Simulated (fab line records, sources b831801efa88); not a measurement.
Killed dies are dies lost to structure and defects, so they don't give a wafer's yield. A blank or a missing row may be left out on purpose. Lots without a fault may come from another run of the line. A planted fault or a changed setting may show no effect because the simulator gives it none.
Which tool did it? | flow sky130 | 13 lots, 38 wafers sampled, at 5 steps of a route of 708

WHAT THE GAUGES READ, wafer by wafer
SKY_POLY_GATE_CD_MEAS_22.
lot  | measured     | on        | cd_nm (nm)
L119 | day 16 22:16 | cd_sem-01 | 149.7 148.0 146.0
L120 | day 17 00:56 | cd_sem-01 | 152.1 153.3 153.9
L122 | day 17 12:22 | cd_sem-02 | 150.4 153.2 149.5
L124 | day 18 11:26 | cd_sem-02 | 150.1 150.3 147.7
L126 | day 19 03:47 | cd_sem-01 | 150.3 149.8 154.0
L128 | day 19 19:57 | cd_sem-01 | 148.9 148.6 148.5
L129 | day 20 16:17 | cd_sem-02 | 148.4 149.0 150.9
L130 | day 21 07:26 | cd_sem-02 | 150.1 148.5 148.1
L131 | day 21 13:27 | cd_sem-01 | 147.8 151.4 148.7
L135 | day 22 16:04 | cd_sem-01 | 150.5 150.6
L139 | day 23 14:46 | cd_sem-02 | 150.1 149.8 151.5
L141 | day 24 05:25 | cd_sem-01 | 148.7 146.6 147.2
L142 | day 24 15:49 | cd_sem-01 | 146.0 151.1 147.3

SKY_LDD_P_TW_MEAS_11.
lot  | measured     | on            | LDD_P_TW
L119 | day 19 11:43 | film_metro-04 | 630.3 631.4 631.3
L120 | day 19 13:40 | film_metro-03 | 636.3 636.4 638.2
L122 | day 20 02:40 | film_metro-04 | 635.4 635.3 636.8
L124 | day 21 02:04 | film_metro-03 | 636.5 636.8 637.4
L126 | day 21 18:54 | film_metro-01 | 639.8 635.2 633.3
L128 | day 22 11:22 | film_metro-04 | 636.8 634.6 636.0
L129 | day 23 07:00 | film_metro-04 | 638.0 632.0 635.4
L130 | day 23 21:07 | film_metro-04 | 629.9 635.1 633.6
L131 | day 24 02:34 | film_metro-01 | 634.7 633.7 637.1
L135 | day 25 04:43 | film_metro-04 | 591.7 634.6
L139 | day 26 02:26 | film_metro-04 | 636.0 634.6 636.3
L141 | day 26 18:25 | film_metro-01 | 633.4 635.3 637.8
L142 | day 27 05:03 | film_metro-03 | 640.8 640.0 637.2

SKY_LDD_HVP_OVL_MEAS_07.
lot  | measured     | on         | LDD_HVP_OVL (nm)
L119 | day 22 01:18 | overlay-01 | -0.4 1.0 0.7
L120 | day 22 03:22 | overlay-01 | 1.0 -0.6 -1.1
L122 | day 22 15:39 | overlay-01 | 0.9 -1.8 -2.9
L124 | day 23 14:24 | overlay-01 | 0.3 -1.9 -2.3
L126 | day 24 07:32 | overlay-01 | -0.7 0.8 -1.4
L128 | day 24 23:10 | overlay-02 | 2.0 -0.2 0.2
L129 | day 25 17:40 | overlay-02 | 2.7 0.7 0.2
L130 | day 26 08:40 | overlay-01 | 1.3 -0.1 0.1
L131 | day 26 14:16 | overlay-01 | -0.2 1.5 0.4
L135 | day 27 15:14 | overlay-02 | -0.5 2.5
L139 | day 28 11:30 | overlay-01 | 0.8 1.1 -1.3
L141 | day 29 04:01 | overlay-01 | 2.2 -0.3 -0.2
L142 | day 29 12:20 | overlay-02 | 2.2 1.8 2.6

SKY_LDD_HVP_TW_MEAS_10.
lot  | measured     | on            | LDD_HVP_TW
L119 | day 22 01:35 | film_metro-02 | 453.1 453.3 451.4
L120 | day 22 03:39 | film_metro-02 | 453.0 453.4 454.8
L122 | day 22 15:56 | film_metro-04 | 455.0 459.1 454.6
L124 | day 23 14:41 | film_metro-01 | 459.6 457.0 456.6
L126 | day 24 07:49 | film_metro-02 | 454.0 450.8 451.1
L128 | day 24 23:28 | film_metro-01 | 458.4 457.1 457.0
L129 | day 25 17:57 | film_metro-02 | 450.2 451.5 449.3
L130 | day 26 08:58 | film_metro-02 | 453.4 451.2 452.2
L131 | day 26 14:33 | film_metro-01 | 455.7 459.2 454.7
L135 | day 27 15:31 | film_metro-01 | 458.2 460.6
L139 | day 28 11:47 | film_metro-02 | 457.2 455.1 453.7
L141 | day 29 04:18 | film_metro-01 | 456.7 456.0 457.0
L142 | day 29 12:37 | film_metro-04 | 456.5 458.8 460.4

WHICH TOOL RAN EACH LOT (tool, then ch and the chambers of the sampled wafers, then the start)
lot  | SKY_LDD_P_IMPLANT_09
L119 | implanter-01 ch 0, day 19 11:28
L120 | implanter-02 ch 0, day 19 13:26
L122 | implanter-01 ch 0, day 20 02:16
L124 | implanter-01 ch 0, day 21 01:49
L126 | implanter-02 ch 0, day 21 18:40
L128 | implanter-01 ch 0, day 22 11:10
L129 | implanter-01 ch 0, day 23 06:45
L130 | implanter-01 ch 0, day 23 20:53
L131 | implanter-03 ch 0, day 24 02:19
L135 | implanter-01 ch 0, day 25 04:28
L139 | implanter-02 ch 0, day 26 02:11
L141 | implanter-02 ch 0, day 26 18:10
L142 | implanter-02 ch 0, day 27 04:49
- SKY_LDD_P_IMPLANT_09

WHAT THE TOOLS THEMSELVES READ (means of the sampled wafers that have a number; where no wafer has one, the mark that the record gives instead)
SKY_LDD_P_IMPLANT_09.
lot  | tool         | faraday_current_uA
L119 | implanter-01 | 57.0
L120 | implanter-02 | 56.4
L122 | implanter-01 | 56.6
L124 | implanter-01 | 56.0
L126 | implanter-02 | 56.4
L128 | implanter-01 | 56.8
L129 | implanter-01 | 56.4
L130 | implanter-01 | 57.0
L131 | implanter-03 | 54.3
L135 | implanter-01 | 56.9
L139 | implanter-02 | 56.7
L141 | implanter-02 | 56.3
L142 | implanter-02 | 55.7

THE ANSWER, worked out from the rows above alone
Rule: what is usual is taken from the lots themselves. Put in order of their means at a reading, lots are off if they are a third of the lots or fewer, leave a main group of 4 or more, and stand apart from it by a gap of 3 or more times the standard deviation of the main group's means; of several such gaps the widest counts. A main group whose means are all the same, to the digits that the tables above print for the reading, isn't used. A lot without any number at a reading at which 4 lots or more have one is off too. The other lots that the step has rows for count as sound. The gauges are gone through in route order, then the tools' own readings, and for those a lot's mean is taken as printed above. The first step at which some lot is off is used, and at that step the reading that is off furthest; a lot without a number counts as furthest.
Off: L135, at SKY_LDD_P_TW_MEAS_11 (LDD_P_TW). The main group: mean 635.5, standard deviation 2.
A tool fits if, at a process step before that reading, it ran every lot that is off, and no sound lot after the first of them. The gauges at SKY_LDD_P_TW_MEAS_11 are tried like those tools. One fits: implanter-01 at SKY_LDD_P_IMPLANT_09. Its last sound lot is L130 (day 23 20:53), its first lot that is off L135 (day 25 04:28): a fault that began between those two fits.

WHAT THE SIMULATOR HAD PUT IN
Process parameter drift: implanter-01, from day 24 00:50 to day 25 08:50, at SKY_LDD_P_IMPLANT_09. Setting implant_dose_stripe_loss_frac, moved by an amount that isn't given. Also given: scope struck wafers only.
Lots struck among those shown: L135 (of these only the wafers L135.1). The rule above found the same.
